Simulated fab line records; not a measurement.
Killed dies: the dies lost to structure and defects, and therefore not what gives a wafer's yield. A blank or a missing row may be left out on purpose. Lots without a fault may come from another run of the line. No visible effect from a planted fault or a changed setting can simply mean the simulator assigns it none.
Which tool was responsible? + flow gf180mcu + Sampling: 6 lots, 18 wafers, 4 of 602 route steps

== WHAT THE GAUGES SHOWED, per wafer ==
GF_PASSIVATION_THK_MEAS_03.
| lot  | measured     | on           | PASSIVATION_CVD_02_THK (nm) |
|------|--------------|--------------|-----------------------------|
| L282 | day 29 19:39 | filmMetro-03 | 692 706 710                 |
| L284 | day 30 11:08 | filmMetro-03 | 692 699 703                 |
| L287 | day 31 13:40 | filmMetro-01 | 700 708 704                 |
| L288 | day 31 19:49 | filmMetro-04 | 708 719 711                 |
| L292 | day 32 15:47 | filmMetro-03 | 703 704 707                 |
| L298 | day 34 04:14 | filmMetro-04 | 691 682 706                 |

== TOOL THAT RAN EACH LOT (tool first, then ch and the chambers of the sampled wafers, then the start) ==
| lot  | GF_M5_ETCH_09                     | GF_TOP_METAL_METAL_ETCH_16       | GF_PASSIVATION_CVD_00           |
|------|-----------------------------------|----------------------------------|---------------------------------|
| L282 | rieDiel-03 ch 0,1,2, day 27 23:43 | rieMetal-02 ch 0,1, day 29 18:28 | pecvd-01 ch 0,1,2, day 29 19:14 |
| L284 | rieDiel-03 ch 0,1,3, day 28 15:22 | rieMetal-02 ch 0,1, day 30 09:59 | pecvd-04 ch 0,1, day 30 10:43   |
| L287 | rieDiel-04 ch 0,1,3, day 29 19:49 | rieMetal-02 ch 0,1, day 31 12:28 | pecvd-04 ch 0,1, day 31 13:15   |
| L288 | rieDiel-03 ch 1,2, day 30 02:22   | rieMetal-01 ch 0,1, day 31 18:40 | pecvd-01 ch 0,1,2, day 31 19:23 |
| L292 | rieDiel-02 ch 0,1,3, day 30 22:58 | rieMetal-03 ch 0, day 32 14:13   | pecvd-01 ch 1,2, day 32 15:13   |
| L298 | rieDiel-02 ch 1,3, day 32 14:07   | rieMetal-02 ch 0,1, day 34 02:44 | pecvd-04 ch 0,2, day 34 03:48   |
- GF_M5_ETCH_09: etches Si3N4 in CF4/O2, target depth 52 nm, time 11.6 s.
- GF_TOP_METAL_METAL_ETCH_16: etches the open film in Cl2/BCl3, stops on SiO2, target depth 1197 nm, time 199.5 s.
- GF_PASSIVATION_CVD_00: deposits SiO2 from TEOS, target thk 1000 nm, time 111.95 s.

== THE ANSWER, worked out from the rows above alone ==
Rule: what is usual is taken from the lots themselves. The widest of any qualifying gaps counts: lots, ordered by their means at a reading, are off when they make up no more than a third of the lots, leave a main group of 4 or more, and stand apart from it by 3 or more times the standard deviation of that group's means. Not used: any main group whose means are identical at the precision the tables above print for the reading. Also off: a lot with no number at a reading for which 4 or more lots have one. The other lots that the step has rows for count as sound.
Nothing can be told from this: no lot is off at any reading shown.

== WHAT THE SIMULATOR PUT IN ==
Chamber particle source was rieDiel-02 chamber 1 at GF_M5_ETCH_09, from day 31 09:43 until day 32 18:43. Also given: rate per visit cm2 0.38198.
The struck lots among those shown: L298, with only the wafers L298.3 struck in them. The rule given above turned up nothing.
